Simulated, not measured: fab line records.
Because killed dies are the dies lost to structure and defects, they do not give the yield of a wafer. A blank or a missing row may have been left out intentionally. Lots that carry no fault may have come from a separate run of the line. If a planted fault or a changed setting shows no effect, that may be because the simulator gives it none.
The tool behind it: which one? | flow gf180mcu | Sampling: 13 lots, 39 wafers, 4 of 602 route steps

== WHAT EACH GAUGE READ, for each wafer ==
GF_V5_THK_MEAS_03. Usual: for V5_CVD_02_THK the level is 1446 nm and the standard deviation is 24.
lot  | measured     | on            | V5_CVD_02_THK (nm) | flag
L847 | day 26 09:06 | film-metro-01 | 1467 1472 1492     |
L848 | day 26 21:20 | film-metro-02 | 1408 1437 1434     |
L849 | day 26 21:55 | film-metro-01 | 1472 1469 1483     |
L852 | day 27 23:18 | film-metro-03 | 1464 1479 1477     |
L853 | day 28 11:55 | film-metro-03 | 1441 1441 1482     |
L855 | day 28 22:13 | film-metro-01 | 1426 1440 1440     |
L857 | day 29 14:31 | film-metro-01 | 1414 1418 1434     |
L858 | day 29 18:54 | film-metro-03 | 1419 1447 1447     |
L859 | day 30 04:49 | film-metro-02 | 1419 1446 1436     |
L861 | day 30 15:40 | film-metro-02 | 1425 1451 1455     |
L865 | day 32 01:51 | film-metro-02 | 1433 1439 1442     |
L867 | day 32 06:38 | film-metro-02 | 1465 1473 1483     |
L870 | day 33 00:05 | film-metro-02 | 1453 1425 1481     |

GF_V5_RS_MEAS_24: uses a four-point probe to measure. Usual: for V5_W_RS the level is 0.326 ohm/sq and the standard deviation is 0.004.
lot  | measured     | on            | V5_W_RS (ohm/sq)  | flag
L847 | day 27 07:24 | film-metro-02 | 0.320 0.323 0.322 |
L848 | day 27 18:44 | film-metro-01 | 0.321 0.331 0.322 |
L849 | day 27 19:23 | film-metro-02 | 0.329 0.330 0.327 |
L852 | day 28 20:11 | film-metro-02 | 0.329 0.327 0.327 |
L853 | day 29 08:43 | film-metro-01 | 0.323 0.324 0.329 |
L855 | day 29 18:32 | film-metro-01 | 0.321 0.330 0.324 |
L857 | day 30 10:05 | film-metro-02 | 0.324 0.321 0.329 |
L858 | day 30 14:41 | film-metro-01 | 0.329 0.326 0.333 |
L859 | day 30 23:52 | film-metro-01 | 0.329 0.331 0.327 |
L861 | day 31 10:55 | film-metro-02 | 0.325 0.327 0.329 |
L865 | day 32 20:06 | film-metro-03 | 0.324 0.329 0.331 |
L867 | day 33 00:30 | film-metro-03 | 0.320 0.326 0.320 |
L870 | day 33 17:38 | film-metro-03 | 0.326 0.323 0.328 |

GF_PASSIVATION_THK_MEAS_03. Usual: for PASSIVATION_CVD_02_THK the level is 700 nm and the standard deviation is 9.3.
lot  | measured     | on            | PASSIVATION_CVD_02_THK (nm) | flag
L847 | day 28 05:12 | film-metro-04 | 708 705 708                 |
L848 | day 28 16:35 | film-metro-03 | 690 693 706                 |
L849 | day 28 17:12 | film-metro-01 | 694 691 695                 |
L852 | day 29 16:24 | film-metro-04 | 709 707 706                 |
L853 | day 30 05:31 | film-metro-03 | 696 703 705                 |
L855 | day 30 14:44 | film-metro-04 | 682 700 695                 |
L857 | day 31 05:35 | film-metro-01 | 697 714 717                 |
L858 | day 31 10:18 | film-metro-01 | 704 712 697                 |
L859 | day 31 19:25 | film-metro-03 | 703 705 716                 |
L861 | day 32 06:10 | film-metro-01 | 704 711 721                 |
L865 | day 33 13:27 | film-metro-01 | 695 706 699                 |
L867 | day 33 18:13 | film-metro-03 | 707 700 712                 |
L870 | day 34 10:21 | film-metro-04 | 702 699 696                 |

== WHAT TOOL EACH LOT RAN ON (gives the tool, then ch and the chambers of the sampled wafers, and finally the start) ==
lot  | GF_M2_SPUTTER_03
L847 | pvd-sputter-04, day 18 05:46
L848 | pvd-sputter-02, day 18 11:41
L849 | pvd-sputter-04, day 18 19:53
L852 | pvd-sputter-04, day 20 02:47
L853 | pvd-sputter-02, day 20 18:07
L855 | pvd-sputter-04, day 21 09:52
L857 | pvd-sputter-01, day 22 01:45
L858 | pvd-sputter-04, day 22 10:44
L859 | pvd-sputter-02, day 22 18:46
L861 | pvd-sputter-04, day 23 12:15
L865 | pvd-sputter-04, day 25 01:09
L867 | pvd-sputter-04, day 25 10:45
L870 | pvd-sputter-01, day 26 09:22
- GF_M2_SPUTTER_03: material Ti, target thk 10 nm, time 6.7 s.

== AS READ BY THE TOOLS THEMSELVES (means over the sampled wafers that have a number; for cases with no such wafer, the mark the record gives instead) ==
GF_M2_SPUTTER_03. Usual: 30.1 % for throttle-valve-pct, sd 1.2.
lot  | tool           | throttle-valve-pct (%) | flag
L847 | pvd-sputter-04 | 30.3                   |
L848 | pvd-sputter-02 | 30.6                   |
L849 | pvd-sputter-04 | 31.2                   |
L852 | pvd-sputter-04 | 30.3                   |
L853 | pvd-sputter-02 | 30.9                   |
L855 | pvd-sputter-04 | 30.9                   |
L857 | pvd-sputter-01 | 30.1                   |
L858 | pvd-sputter-04 | 31.4                   |
L859 | pvd-sputter-02 | 29.8                   |
L861 | pvd-sputter-04 | 29.0                   |
L865 | pvd-sputter-04 | 30.2                   |
L867 | pvd-sputter-04 | 31.1                   |
L870 | pvd-sputter-01 | 29.5                   |

== THE ANSWER, worked out from the rows above alone ==
Rule: lot off if the mean of its wafers having a number is beyond 3 standard deviations from the usual mean. Also off: a lot with no number at a reading for which 4 or more lots have one. Where the step has rows for the other lots, those lots are counted as sound. Order of review: gauges by route order, followed by the tools' own readings, for which a lot's mean as printed above is used. At the first step where some lot is off, the reading lying furthest off is the one used; lots without a number count as furthest.
None of the lots is off at any reading shown; this tells nothing.

== WHAT THE SIMULATOR HAD INSERTED ==
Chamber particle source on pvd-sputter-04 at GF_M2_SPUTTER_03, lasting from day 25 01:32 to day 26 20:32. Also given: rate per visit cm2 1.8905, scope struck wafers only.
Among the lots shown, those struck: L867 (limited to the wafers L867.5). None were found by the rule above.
